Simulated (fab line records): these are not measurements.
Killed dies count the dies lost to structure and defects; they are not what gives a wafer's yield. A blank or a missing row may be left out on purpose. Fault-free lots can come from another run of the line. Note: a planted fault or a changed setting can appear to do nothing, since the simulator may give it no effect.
Comparing a struck lot with a sound one | flow gf180mcu | 14 steps out of a route of 602
Sound: wafers L280.1, L280.4, L280.5. The struck wafers were L282.3, L282.4, L282.5. At the end, the cause is stated.
At each step with rows: each side's tool, then ch and its chambers, then its first start. Under that, the readings that differ: sound wafers | struck wafers | difference of the means | sigmas: that difference in standard deviations of wafers without a fault.
alike: readings with means less than 2 such deviations apart, plus words and numbers identical on both sides. not compared: withheld readings, readings lacking a value on some wafer, bounds such as >300 that could conceal the same value, and numbers that have no deviation in the record and whose values overlap.
The two part at a step that has a row with sigmas, a row that says differs or no value, or rows on one side only. When numbers do not overlap yet have no deviation, they are printed without sigmas and do not part them. Lack of a reading on every wafer of one side parts them only where that side has two or more wafers.

first, 1 step without rows for these wafers: GF_V4_CLEAN_20 (cleans in DIW).
GF_V4_SPUTTER_21: material Ti, target thk 15 nm, time 80.02 s.
  struck on pvd_sputter-01, day 25 13:43; sound on pvd_sputter-02, day 24 16:52
  alike: throttle_valve_pct
GF_V4_SPUTTER_22: material TiN, target thk 10 nm, time 40 s.
  struck on pvd_sputter-01, day 25 13:47; sound on pvd_sputter-02, day 24 16:56
  alike: throttle_valve_pct
then, 1 step without rows for these wafers: GF_V4_CVD_23 (deposits W, target thk 350 nm, time 104.9 s).
GF_V4_RS_MEAS_24: the measuring method here is four-point-probe.
  struck on film_metro-02, day 25 13:58; sound on film_metro-02, day 24 17:05
  alike: V4_W_RS
GF_V4_THK_MEAS_25: measures by xrf.
  struck on film_metro-02, day 25 14:04; sound on film_metro-02, day 24 17:12
  alike: V4_W_THK
then, 3 steps without rows for these wafers: GF_V4_CMP_26 (polishes, stops on SiO2, t overpolish 15 s, target thk 0 nm); GF_MIM_SPUTTER_00 (material Ti, target thk 37.5 nm, time 150 s); GF_MIM_SPUTTER_01 (material TiN, target thk 30 nm, time 25 s).
GF_MIM_SPUTTER_02: material AlCu, target thk 450 nm, time 23.9 s.
  struck on pvd_sputter-02, day 25 14:40; sound on pvd_sputter-01, day 24 17:41
  alike: throttle_valve_pct
GF_MIM_SPUTTER_03: material Ti, target thk 10 nm, time 6.7 s.
  struck on pvd_sputter-02, day 25 14:41; sound on pvd_sputter-01, day 24 17:43
  alike: throttle_valve_pct
GF_MIM_SPUTTER_04: material TiN, target thk 50 nm, time 41.7 s.
  struck on pvd_sputter-02, day 25 14:43; sound on pvd_sputter-01, day 24 17:44
  alike: throttle_valve_pct
GF_MIM_CVD_05: deposits Si3N4, target thk 42 nm, time 29.086 s.
  sound on pecvd-03 ch 0,1,2, day 24 17:47; struck on pecvd-04 ch 0,1,2, day 25 14:45
  no value came back on the struck wafers for heater_power_outer_w (W), heater_power_w (W), time_s (s); on the sound wafers heater_power_outer_w (W) reads 353 331 424
  not compared: since_wet_clean_h
next, for these wafers, 1 step has no rows: GF_PASSIVATION_PROBE_99.

== WHERE THEY PART ==
At GF_MIM_CVD_05 and nowhere else, as far as this record goes.

WHY: the cause the simulator had injected
Beginning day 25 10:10, the whole step at GF_MIM_CVD_05 was skipped on pecvd-04. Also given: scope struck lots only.
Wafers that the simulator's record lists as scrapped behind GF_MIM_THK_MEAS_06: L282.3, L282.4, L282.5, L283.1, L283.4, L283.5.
